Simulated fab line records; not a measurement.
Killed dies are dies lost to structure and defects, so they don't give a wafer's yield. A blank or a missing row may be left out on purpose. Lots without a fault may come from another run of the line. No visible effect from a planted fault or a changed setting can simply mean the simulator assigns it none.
A struck lot beside a sound one ; flow sky130 ; 15 steps out of a route of 708
Sound: wafers L807.3, L807.4, L807.6. Struck: wafer L823.5 (L823.1, L823.6, from the same lot, were not struck and are left out); the cause is given at the end.
At each step with rows: each side's tool, then ch and its chambers, then its first start. Under that, the readings that differ: sound wafers ; struck wafers ; difference of the means ; sigmas: that difference in standard deviations of wafers without a fault.
alike: readings whose means differ by less than 2 such deviations, and words and numbers that are the same on both sides. not compared: withheld readings, readings that some wafer has no value for, bounds like >300 that may hide the same value, and numbers for which the record gives no deviation and whose values overlap.
Wherever a step has rows on one side only, a row that says differs or no value, or a row with sigmas, the two part there. Numbers that don't overlap but have no deviation are shown without sigmas and don't part them. A reading missing from all wafers of one side parts the sides only when that side holds two or more wafers.

SKY_SONOS_ONO_THK_MEAS_03:
  struck on film metro-03, day 16 22:53; sound on film metro-02, day 11 15:12
  alike: SONOS_ONO_CVD_02_THK
then, 1 step without rows for these wafers: SKY_SONOS_ONO_CVD_04 (deposits SiO2 from SiH4/N2O, target thk 5.7199 nm).
SKY_SONOS_ONO_THK_MEAS_05:
  struck on film metro-03, day 17 00:11; sound on film metro-03, day 11 16:31
reading;sound;struck;difference;sigmas
SONOS_ONO_CVD_04_THK (nm);5.62 5.57 5.74;6.06;+0.42;+4
then, 7 steps without rows for these wafers: SKY_SONOS_ONO_DEHYDRATE_06 (time 60 s); SKY_SONOS_ONO_HMDS_07 (prime time 60 s); SKY_SONOS_ONO_COAT_08 (resist thk 1140 nm); SKY_SONOS_ONO_SOFTBAKE_09 (time 60 s); SKY_SONOS_ONO_EXPOSE_10 (exposes mask ONOM, target cd 410 nm); SKY_SONOS_ONO_PEB_11; SKY_SONOS_ONO_DEVELOP_12 (develop time 60 s).
SKY_SONOS_ONO_CD_MEAS_13: target cd 410 nm.
  struck on cd sem-01, day 18 05:16; sound on cd sem-02, day 12 16:21
  alike: cd nm
SKY_SONOS_ONO_OVL_MEAS_14:
  struck on overlay-02, day 18 05:23; sound on overlay-01, day 12 16:26
  alike: SONOS_ONO_OVL
SKY_SONOS_ONO_ETCH_15: etches the open film in CHF3/O2, target depth 19.52 nm, time 7.8 s.
  sound on rie diel-04 ch 0,1, day 12 16:28; struck on rie diel-01 ch 3, day 18 05:25
reading;sound;struck;difference;sigmas
oes product au (a.u.);0.993 1.016 1.016;1.047;+0.039;+4
rf fwd power W (W);590 590 589;686;+96;+31
model.SONOS_ONO.feature depth nm (nm);19.22 19.81 19.89;20.9;+1.3;
model.etch.depth nm (nm);19.22 19.81 19.89;20.9;+1.3;
  alike: bias w, drypump motor current A, throttle valve pct
  not compared: rf hours counter h
then, 1 step without rows for these wafers: SKY_SONOS_ONO_WET_ETCH_16 (etches SiO2 in dHF, target depth 14 nm, time 280 s).
-- here the record skips 32 days between the struck wafers' starts before and after, leaving off in module SONOS_ONO and picking up in module PAD_OPEN (first step shown: number 708 of the route) --
SKY_PAD_OPEN_PROBE_99:
  struck on prober-01, day 49 18:22; sound on prober-01, day 45 16:26
reading;sound;struck;difference;sigmas
killed at other;0 0 0;1;+1;+2
  alike: killed_at_M0_to_M3, killed_at_M4_up, killed at contacts, killed at front end, killed dies, killed open, killed short

== WHERE THEY PART ==
Earliest at SKY_SONOS_ONO_THK_MEAS_05; latest, in this record, at SKY_PAD_OPEN_PROBE_99.

WHY: whatever the simulator had introduced
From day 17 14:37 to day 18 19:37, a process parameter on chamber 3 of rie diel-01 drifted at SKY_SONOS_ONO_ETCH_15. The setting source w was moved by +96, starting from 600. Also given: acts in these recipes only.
